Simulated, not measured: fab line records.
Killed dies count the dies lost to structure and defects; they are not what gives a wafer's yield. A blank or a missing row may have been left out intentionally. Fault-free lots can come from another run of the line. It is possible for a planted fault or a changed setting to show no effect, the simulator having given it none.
One fault seen from 2 desks | flow sfqLine | each desk holds nothing but its own numbers, with what lay behind them at the end

## AT THE METROLOGY DESK
What the gauges read for every lot (on any tool): the sampled wafers with a number, averaged. Any lot whose mean is over 4 standard deviations away from the usual mean is out of limits and marked OUT; that distance is given in the brackets.
Columns: A = L0V_OVL at SFQ_L0V_OVL_MEAS_903, usual 0 nm
lot  | first seen here | A
L160 | day 8 19:20     | -11
L165 | day 10 05:04    | 6
L169 | day 11 14:40    | -3
L170 | day 11 23:04    | 0
L171 | day 12 09:52    | 4
L173 | day 13 01:07    | -6
Finding of this desk: none of the 6 lots has anything out of limits.

## FOR THE TOOL OWNER'S DESK: rieDiel-04
The tool's own readings at SFQ_TRILAYER_L0_VIA_BARC_OPEN_VIA_ETCH_021 (etches BARC in O2, target depth 125 nm, time 41.7 s): means of the sampled wafers that have a number, for each lot that ran on this tool. Any lot whose mean is over 4 standard deviations away from the usual mean is out of limits and marked OUT; that distance is given in the brackets.
Columns: A = drypumpMotorCurrentA at SFQ_TRILAYER_L0_VIA_BARC_OPEN_VIA_ETCH_021, usual 5.8 A; B = oesProductAu at SFQ_TRILAYER_L0_VIA_BARC_OPEN_VIA_ETCH_021, usual 0.685 a.u.
lot  | first seen here | A   | B
L160 | day 8 19:22     | 5.8 | 0.684
L169 | day 11 14:42    | 5.6 | 0.682
L170 | day 11 23:06    | 5.8 | 0.689
Finding of this desk: none of the 3 lots has anything out of limits.

## TAKEN TOGETHER
At the metrology desk, nothing out of limits was observed.
The tool owner's desk saw nothing out of limits.

## WHAT THE SIMULATOR HAD INSERTED
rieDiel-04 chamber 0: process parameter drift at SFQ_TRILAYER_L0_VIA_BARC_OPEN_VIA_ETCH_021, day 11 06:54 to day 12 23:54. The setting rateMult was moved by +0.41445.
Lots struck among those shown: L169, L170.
